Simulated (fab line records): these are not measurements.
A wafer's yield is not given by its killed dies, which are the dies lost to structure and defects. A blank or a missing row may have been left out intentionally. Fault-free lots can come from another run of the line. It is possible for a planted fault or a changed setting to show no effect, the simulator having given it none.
What tool caused it? | flow gf180mcu | 6 lots, 18 wafers sampled, at 3 steps of a route of 602

## WHAT EACH GAUGE READ, for each wafer
GF_M3_RS_MEAS_05: uses a four-point probe to measure.
lot  | measured     | on            | M3_ALCU_RS (ohm/sq)
L290 | day 20 15:25 | film metro-02 | 0.0707 0.0694 0.0694
L293 | day 21 22:43 | film metro-02 | 0.0697 0.0706 0.0689
L295 | day 22 15:44 | film metro-03 | 0.0695 0.0693 0.0698
L298 | day 23 20:59 | film metro-03 | 0.0699 0.0683 0.0690
L300 | day 24 12:11 | film metro-02 | 0.0699 0.0694 0.0697
L302 | day 24 23:58 | film metro-03 | 0.0700 0.0700 0.0709

## TOOL THAT RAN EACH LOT (tool first, then ch and the chambers of the sampled wafers, then the start)
lot  | GF_V2_CMP_04                  | GF_M3_SPUTTER_02
L290 | cmp-02 ch 1,2,3, day 19 13:22 | pvd sputter-01, day 20 15:19
L293 | cmp-01 ch 2,3, day 20 20:38   | pvd sputter-03, day 21 22:38
L295 | cmp-02 ch 1,2, day 21 14:12   | pvd sputter-01, day 22 15:39
L298 | cmp-02 ch 0,1, day 22 20:19   | pvd sputter-03, day 23 20:52
L300 | cmp-01 ch 2,3, day 23 12:16   | pvd sputter-03, day 24 12:04
L302 | cmp-01 ch 1,2, day 23 23:58   | pvd sputter-01, day 24 23:52
- GF_V2_CMP_04: polishes SiO2.
- GF_M3_SPUTTER_02: material AlCu, target thk 450 nm, time 23.9 s.

## THE ANSWER, worked out from the rows above alone
Rule: usual is defined by the lots themselves. The widest of any qualifying gaps counts: lots, ordered by their means at a reading, are off when they make up no more than a third of the lots, leave a main group of 4 or more, and stand apart from it by 3 or more times the standard deviation of that group's means. A main group is skipped when, at the precision printed for the reading in the tables above, its means are all equal. A lot without any number at a reading at which 4 lots or more have one is off too. Where the step has rows for the other lots, those lots are counted as sound.
None of the lots is off at any reading shown; this tells nothing.

## WHAT THE SIMULATOR HAD INSERTED
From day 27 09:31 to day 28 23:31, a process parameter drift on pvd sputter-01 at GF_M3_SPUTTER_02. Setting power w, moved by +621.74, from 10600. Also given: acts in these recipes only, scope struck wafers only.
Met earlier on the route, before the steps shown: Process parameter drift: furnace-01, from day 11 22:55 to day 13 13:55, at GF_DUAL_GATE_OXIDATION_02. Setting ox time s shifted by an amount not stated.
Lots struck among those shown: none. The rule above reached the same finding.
